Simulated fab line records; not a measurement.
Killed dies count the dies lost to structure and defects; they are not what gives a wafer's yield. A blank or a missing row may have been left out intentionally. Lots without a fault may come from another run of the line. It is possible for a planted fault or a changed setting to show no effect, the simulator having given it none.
fab line records	flow sky130
record: lots: 10	wafers: 30	last-day: 50
route steps=708 shown METAL2@484 VIA2@519 CAPM@539 PAD_OPEN@708
lots with no fault: from the same line, run without faults
start-h: start of the lot's first displayed wafer, in hours after the record's first day	wait-h: hours elapsed since this lot's preceding step	" unchanged from the row above	L1.1+2: a single row standing in for several wafers	- either no value or no given start	* or withheld: withheld	< > ~ a bound
route shown NAME@n: NAME is a module with steps in the file, n the number in the route of the first one	usual: mean/standard deviation of fault-free wafers	same: alike in all rows	chamber/n: place in a boat	sites: each site's reading	_std_site: the standard deviation of these	_edge_site: inner sites' mean taken away from outer sites' mean	radius-mm: how far each site lies from the wafer's centre	mask NAME#n: copy n	behind: the most recent tool/chamber to have shaped the wafer	hold: what put the lot on hold/how long, in hours/how the hold closed	device: names the non-switching transistor (n, p or np)	end of line: the tests these same wafers got at the end of their route	where a step has no rows: the recipe by itself	killed: dies lost to structure and defects at the first sort, not the wafer's yield	map: per-die view of a wafer (x killed, . not killed, _ where there is no die)
set.NAME: the setting the step ran with; set.NAME@STEP: the setting that earlier step ran with	model.NAME: the simulator's own value behind a step, which no gauge read
route steps across a sampled set of lots; one table per step, one row per wafer
services: a tool's chamber out of use, with start hour (start-h, from the record's first day; less than 0 if before it), hours out, and reason
== steps ==
step: SKY_METAL2_SPUTTER_01
recipe: material: TiN	target-thk-nm: 20	power-w: 6500	time-s: 16.7	chamber-pressure-pa: 0.4
usual: throttle-valve-pct: 30.1/0.85
lot.wafer	tool	chamber	start-h	wait-h	throttle-valve-pct
L943.1	pvd-sputter-02	-	806.14	0.0	30.2
L943.2	"	-	"	"	30.5
L943.3	"	-	"	"	30.9
L947.2	pvd-sputter-02	-	846.28	0.0	30.5
L947.5	"	-	"	"	29.9
L947.6	"	-	"	"	29.7
L946.3	pvd-sputter-01	-	847.57	0.0	31.5
L946.4	"	-	"	"	32.4
L946.5	"	-	"	"	31.3
L948.2	pvd-sputter-03	-	852.89	0.0	29.1
L948.4	"	-	"	"	30.8
L948.6	"	-	"	"	28.7
L949.1	pvd-sputter-03	-	854.46	0.0	29.0
L949.4	"	-	"	"	29.7
L949.5	"	-	"	"	29.5
L951.1	pvd-sputter-03	-	867.14	0.0	29.5
L951.2	"	-	"	"	28.6
L951.3	"	-	"	"	29.6
L952.4	pvd-sputter-01	-	877.04	0.0	29.9
L952.5	"	-	"	"	29.7
L952.6	"	-	"	"	31.2
L954.3	pvd-sputter-02	-	890.20	0.0	30.0
L954.5	"	-	"	"	29.5
L954.6	"	-	"	"	30.0
L964.2	pvd-sputter-01	-	959.73	0.0	32.0
L964.3	"	-	"	"	29.9
L964.4	"	-	"	"	31.2
L965.3	pvd-sputter-03	-	964.91	0.0	30.6
L965.4	"	-	"	"	30.0
L965.5	"	-	"	"	29.3
step: SKY_VIA2_CD_MEAS_12
recipe: target-cd-nm: 200
usual: cd-nm: 199.8/1.5
lot.wafer	tool	chamber	start-h	wait-h	cd-nm
L943.1	cd-sem-02	-	860.30	-	200.7
L943.2	"	-	"	"	199.9
L943.3	"	-	"	"	199.5
L947.2	cd-sem-01	-	898.76	-	198.2
L947.5	"	-	"	"	199.2
L947.6	"	-	"	"	198.9
L946.3	cd-sem-02	-	900.76	-	201.3
L946.4	"	-	"	"	201.2
L946.5	"	-	"	"	201.3
L948.2	cd-sem-02	-	905.28	-	202.0
L948.4	"	-	"	"	200.2
L948.6	"	-	"	"	200.1
L949.1	cd-sem-01	-	906.84	-	199.6
L949.4	"	-	"	"	199.2
L949.5	"	-	"	"	200.3
L951.1	cd-sem-02	-	919.60	-	197.5
L951.2	"	-	"	"	196.6
L951.3	"	-	"	"	196.1
L952.4	cd-sem-01	-	929.35	-	197.7
L952.5	"	-	"	"	197.4
L952.6	"	-	"	"	197.4
L954.3	cd-sem-02	-	942.33	-	199.8
L954.5	"	-	"	"	197.5
L954.6	"	-	"	"	198.4
L964.2	cd-sem-02	-	1008.96	-	202.3
L964.3	"	-	"	"	202.6
L964.4	"	-	"	"	201.1
L965.3	cd-sem-02	-	1014.44	-	199.0
L965.4	"	-	"	"	199.7
L965.5	"	-	"	"	200.7
step: SKY_VIA2_CVD_21
recipe: material: W	target-thk-nm: 420	time-s: 126.4	temp-c: 400	pressure-torr: 40
usual: heater-power-w: 860/57
lot.wafer	tool	chamber	start-h	wait-h	heater-power-w
L943.1	cvd-w-01	1	861.22	0.0	825
L943.2	"	0	"	"	862
L943.3	"	1	"	"	823
L947.2	cvd-w-01	1	899.71	0.0	805
L947.5	"	1	"	"	828
L947.6	"	0	"	"	879
L946.3	cvd-w-01	0	902.02	0.1	868
L946.4	"	1	"	"	819
L946.5	"	1	"	"	833
L948.2	cvd-w-02	0	906.31	0.1	858
L948.4	"	0	"	"	849
L948.6	"	0	"	"	845
L949.1	cvd-w-02	0	907.81	0.0	842
L949.4	"	0	"	"	865
L949.5	"	0	"	"	813
L951.1	cvd-w-02	0	920.55	0.0	846
L951.2	"	0	"	"	877
L951.3	"	0	"	"	837
L952.4	cvd-w-02	1	930.33	0.1	931
L952.5	"	0	"	"	859
L952.6	"	1	"	"	930
L954.3	cvd-w-01	0	943.28	0.1	848
L954.5	"	0	"	"	821
L954.6	"	1	"	"	768
L964.2	cvd-w-01	1	1009.89	0.0	767
L964.3	"	0	"	"	837
L964.4	"	1	"	"	775
L965.3	cvd-w-02	1	1015.40	0.1	970
L965.4	"	0	"	"	838
L965.5	"	1	"	"	957
step: SKY_CAPM_SPUTTER_02
recipe: material: TiN	target-thk-nm: 200	temp-c: 300	power-w: 6500	time-s: 166.7	chamber-pressure-pa: 0.4
usual: throttle-valve-pct: 30.4/1
lot.wafer	tool	chamber	start-h	wait-h	throttle-valve-pct
L943.1	pvd-sputter-03	-	862.07	0.1	29.5
L943.2	"	-	"	"	28.8
L943.3	"	-	"	"	30.7
L947.2	pvd-sputter-04	-	900.56	0.0	30.1
L947.5	"	-	"	"	29.1
L947.6	"	-	"	"	31.0
L946.3	pvd-sputter-01	-	902.82	0.0	30.7
L946.4	"	-	"	"	32.4
L946.5	"	-	"	"	29.4
L948.2	pvd-sputter-01	-	907.24	0.0	32.5
L948.4	"	-	"	"	30.6
L948.6	"	-	"	"	29.5
L949.1	pvd-sputter-04	-	908.79	0.1	28.8
L949.4	"	-	"	"	30.6
L949.5	"	-	"	"	31.0
L951.1	pvd-sputter-01	-	921.53	0.1	29.7
L951.2	"	-	"	"	31.1
L951.3	"	-	"	"	30.5
L952.4	pvd-sputter-01	-	931.20	0.1	32.4
L952.5	"	-	"	"	31.0
L952.6	"	-	"	"	30.9
L954.3	pvd-sputter-01	-	944.08	0.0	30.7
L954.5	"	-	"	"	31.4
L954.6	"	-	"	"	29.7
L964.2	pvd-sputter-04	-	1011.21	0.0	30.7
L964.3	"	-	"	"	30.1
L964.4	"	-	"	"	28.9
L965.3	pvd-sputter-04	-	1016.21	0.0	30.0
L965.4	"	-	"	"	30.7
L965.5	"	-	"	"	30.7
step: SKY_CAPM_RS_MEAS_03
recipe: thk-meas-gauge: four-point-probe	reads: TiN_of_CAPM_SPUTTER_02
usual: CAPM_TIN_RS: 6.91/0.083
lot.wafer	tool	chamber	start-h	wait-h	CAPM_TIN_RS[ohm/sq]
L943.1	film-metro-01	-	862.17	0.1	7.00
L943.2	"	-	"	"	6.98
L943.3	"	-	"	"	6.93
L947.2	film-metro-03	-	900.69	0.1	6.97
L947.5	"	-	"	"	6.82
L947.6	"	-	"	"	6.99
L946.3	film-metro-02	-	902.97	0.1	6.88
L946.4	"	-	"	"	6.83
L946.5	"	-	"	"	6.96
L948.2	film-metro-01	-	907.37	0.1	6.83
L948.4	"	-	"	"	6.80
L948.6	"	-	"	"	6.84
L949.1	film-metro-02	-	908.90	0.1	6.82
L949.4	"	-	"	"	6.86
L949.5	"	-	"	"	6.81
L951.1	film-metro-03	-	921.64	0.1	6.96
L951.2	"	-	"	"	6.96
L951.3	"	-	"	"	6.87
L952.4	film-metro-02	-	931.32	0.1	6.90
L952.5	"	-	"	"	7.03
L952.6	"	-	"	"	6.94
L954.3	film-metro-03	-	944.24	0.1	6.87
L954.5	"	-	"	"	6.94
L954.6	"	-	"	"	6.93
L964.2	film-metro-01	-	1011.34	0.1	8.91
L964.3	"	-	"	"	8.98
L964.4	"	-	"	"	8.88
L965.3	film-metro-03	-	1016.36	0.1	9.07
L965.4	"	-	"	"	9.01
L965.5	"	-	"	"	9.03
step: SKY_CAPM_THK_MEAS_04
recipe: thk-meas-gauge: xrf	reads: TiN_of_CAPM_SPUTTER_02
usual: CAPM_TIN_THK: 198.4/2.5
lot.wafer	tool	chamber	start-h	wait-h	CAPM_TIN_THK[nm]
L943.1	film-metro-01	-	862.29	0.1	196.2
L943.2	"	-	"	"	196.1
L943.3	"	-	"	"	197.5
L947.2	film-metro-03	-	900.80	0.1	197.6
L947.5	"	-	"	"	202.5
L947.6	"	-	"	"	197.6
L946.3	film-metro-02	-	903.07	0.1	197.0
L946.4	"	-	"	"	200.7
L946.5	"	-	"	"	196.0
L948.2	film-metro-01	-	907.48	0.1	201.3
L948.4	"	-	"	"	201.8
L948.6	"	-	"	"	200.1
L949.1	film-metro-02	-	909.02	0.1	199.4
L949.4	"	-	"	"	197.8
L949.5	"	-	"	"	200.9
L951.1	film-metro-03	-	921.76	0.1	197.9
L951.2	"	-	"	"	198.2
L951.3	"	-	"	"	199.8
L952.4	film-metro-02	-	931.41	0.1	198.6
L952.5	"	-	"	"	195.6
L952.6	"	-	"	"	199.1
L954.3	film-metro-03	-	944.34	0.1	199.4
L954.5	"	-	"	"	198.1
L954.6	"	-	"	"	198.3
L964.2	film-metro-01	-	1011.45	0.1	155.4
L964.3	"	-	"	"	154.5
L964.4	"	-	"	"	155.6
L965.3	film-metro-03	-	1016.46	0.1	152.3
L965.4	"	-	"	"	153.7
L965.5	"	-	"	"	152.7
step: SKY_CAPM_METAL_ETCH_13
recipe: target-depth-nm: 220	stop-on: SiO2	chemistry: Cl2/BCl3	target: TiN	pressure-mtorr: 10	icp-w: 900	bias-w: 48.5	Cl2_flow_sccm: 60	bcl3-flow-sccm: 30	time-s: 62.9
usual: drypump-motor-current-A: 6.0/0.41	oes-product-au: 0.941/0.0079	throttle-valve-pct: 21.903/0.0096
lot.wafer	tool	chamber	start-h	wait-h	drypump-motor-current-A	oes-product-au	rf-hours-counter-h	throttle-valve-pct
L943.1	rie-metal-02	0	886.65	0.0	6.5	0.932	1	21.888
L943.2	"	1	"	"	6.1	0.936	3	21.916
L943.3	"	0	"	"	6.5	0.940	-	21.908
L947.2	rie-metal-02	0	925.68	0.0	6.6	0.938	3	21.904
L947.5	"	1	"	"	6.1	0.941	-	21.904
L947.6	"	0	"	"	6.6	0.935	-	21.914
L946.3	rie-metal-03	0	928.47	0.0	5.4	0.942	-	21.893
L946.4	"	1	"	"	6.3	0.948	-	21.887
L946.5	"	1	"	"	6.3	0.943	-	21.899
L948.2	rie-metal-04	0	931.90	0.0	5.8	0.941	17	21.903
L948.4	"	0	"	"	5.9	0.952	-	21.895
L948.6	"	0	"	"	5.8	0.950	-	21.904
L949.1	rie-metal-03	0	933.64	0.0	5.5	0.945	0	21.893
L949.4	"	0	"	"	5.5	0.936	-	21.902
L949.5	"	1	"	"	6.3	0.946	-	21.899
L951.1	rie-metal-02	1	946.98	0.0	6.1	0.942	5	21.901
L951.2	"	0	"	"	6.6	0.942	4	21.891
L951.3	"	0	"	"	6.6	0.944	-	21.913
L952.4	rie-metal-02	0	955.56	0.0	6.5	0.938	-	21.913
L952.5	"	0	"	"	6.5	0.935	-	21.909
L952.6	"	1	"	"	6.1	0.939	-	21.908
L954.3	rie-metal-02	1	968.41	0.0	6.1	0.942	-	21.916
L954.5	"	0	"	"	6.6	0.939	-	21.902
L954.6	"	1	"	"	6.1	0.932	-	21.913
L964.2	rie-metal-02	1	1033.49	0.0	6.1	0.817	11	21.976
L964.3	"	0	"	"	6.5	0.812	-	21.978
L964.4	"	1	"	"	6.1	0.821	-	21.975
L965.3	rie-metal-03	1	1038.02	0.1	6.3	0.809	-	21.981
L965.4	"	0	"	"	5.4	0.813	-	21.983
L965.5	"	1	"	"	6.3	0.810	-	21.981
step: SKY_PAD_OPEN_PROBE_99
usual: defect-limited-yield: 82.4/1.8	killed_at_M0_to_M3: 43/6.8	killed_at_M4_up: 3.1/1.6	killed-at-contacts: 24/5.4	killed-at-front-end: 16/4.4	killed-at-other: 0.2/0.48	killed-dies: 87/8.8	killed-open: 48/6.4	killed-short: 39/6.2	sort_bin_3_pad_short: 0.9/0.43	sort_bin_5_function: 10.5/1.4	sort_bin_6_memory: 6.2/1.1	sort-n-pass: 405/8.8	sort-yield-pct: 82.4/1.8
same: gross-dies: 492	killed-at-back-side: 0	sort_bin_4_leakage[%]: 0	sort_bin_8_speed[%]: 0
lot.wafer	tool	chamber	start-h	wait-h	defect-limited-yield[%]	killed_at_M0_to_M3	killed_at_M4_up	killed-at-contacts	killed-at-front-end	killed-at-other	killed-dies	killed-open	killed-short	sort_bin_3_pad_short[%]	sort_bin_5_function[%]	sort_bin_6_memory[%]	sort-n-pass	sort-yield-pct[%]
L952.4	prober-01	-	1141.73	0.2	83.1	44	1	25	13	0	83	50	33	0.8	9.3	6.7	409	83.1
L952.5	prober-01	-	1141.78	0.2	76.2	59	4	32	22	0	117	61	56	0.6	14.4	8.7	375	76.2
L952.6	prober-01	-	1141.83	0.2	78.5	51	3	24	28	0	106	61	45	0.4	12.4	8.7	386	78.5
killed by level:class
L952.4 CONTACT:geometric-particle:open=10 VIA2:geometric-particle:open=9 VIA1:geometric-particle:open=9 METAL1:geometric-particle:short=6 VIA3:geometric-particle:open=6 LI_CONTACT:geometric-particle:open=5 LOCAL_INTERCONNECT:geometric-particle:short=5 FIELD_ISO:geometric-particle:short=4
L952.5 LI_CONTACT:geometric-particle:open=13 METAL1:geometric-particle:short=12 VIA1:geometric-particle:open=11 CONTACT:geometric-particle:open=9 VIA2:geometric-particle:open=9 VIA1:geometric-particle:short=8 POLY_GATE:geometric-particle:open=8 POLY_GATE:geometric-particle:short=7
L952.6 VIA1:geometric-particle:open=10 CONTACT:geometric-particle:open=7 VIA2:geometric-particle:open=7 VIA3:geometric-particle:open=7 FIELD_ISO:geometric-particle:open=6 POLY_GATE:geometric-particle:short=6 LOCAL_INTERCONNECT:geometric-particle:short=6 LI_CONTACT:geometric-particle:open=5
== services ==
tool	chamber	start-h	hours	kind
cvd-w-02	0	797.68	13.3	repair
rie-metal-04	-	800.51	1.4	pm
rie-metal-03	-	825.80	2.1	repair
cvd-w-02	-	828.51	0.6	repair
pvd-sputter-04	-	836.84	2.4	repair
cvd-w-01	-	849.90	6.0	pm
cvd-w-02	1	866.69	14.3	repair
cvd-w-02	0	892.23	10.6	repair
cvd-w-02	1	894.14	20.5	repair
cvd-w-01	-	904.00	14.0	pm
pvd-sputter-03	-	907.00	6.3	repair
pvd-sputter-03	-	912.09	11.4	repair
cvd-w-02	1	919.29	6.9	repair
pvd-sputter-04	-	921.38	9.3	repair
pvd-sputter-01	0	924.05	-	consumable-replace:kit
pvd-sputter-01	0	924.05	18.0	scheduled-down
pvd-sputter-03	-	928.44	5.1	repair
pvd-sputter-01	-	934.40	0.5	repair
cvd-w-01	1	957.82	1.7	repair
pvd-sputter-01	-	970.09	9.2	repair
pvd-sputter-02	-	972.30	2.4	repair
pvd-sputter-03	-	1003.58	5.0	repair
rie-metal-04	0	1035.40	6.4	repair
pvd-sputter-03	-	1035.81	4.0	repair
== key ==
first-sign: step: SKY_CAPM_RS_MEAS_03	reading: CAPM_TIN_RS	direction: up	sigmas: 25	usual: 6.91	struck: 8.98
effect: step: SKY_CAPM_THK_MEAS_04	reading: CAPM_TIN_THK	direction: down	sigmas: 18	usual: 198.4	struck: 154.0
effect: step: SKY_CAPM_METAL_ETCH_13	reading: oes-product-au	direction: down	sigmas: 16	usual: 0.941	struck: 0.814
met-at SKY_CAPM_SPUTTER_02
struck-lots L964,L965
not-acting-at SKY_METAL2_SPUTTER_01,SKY_VIA2_CD_MEAS_12,SKY_VIA2_CVD_21
onset-between 908.79 1011.21
also-fits time
fault: kind: process-parameter-drift	tool: pvd-sputter-04	chamber: -	onset-h: 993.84	steps: SKY_CAPM_SPUTTER_02	channel: target-thk-nm	offset: -45.424	shape: step	end-h: 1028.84	acts-in: these-recipes-only	stated: 200
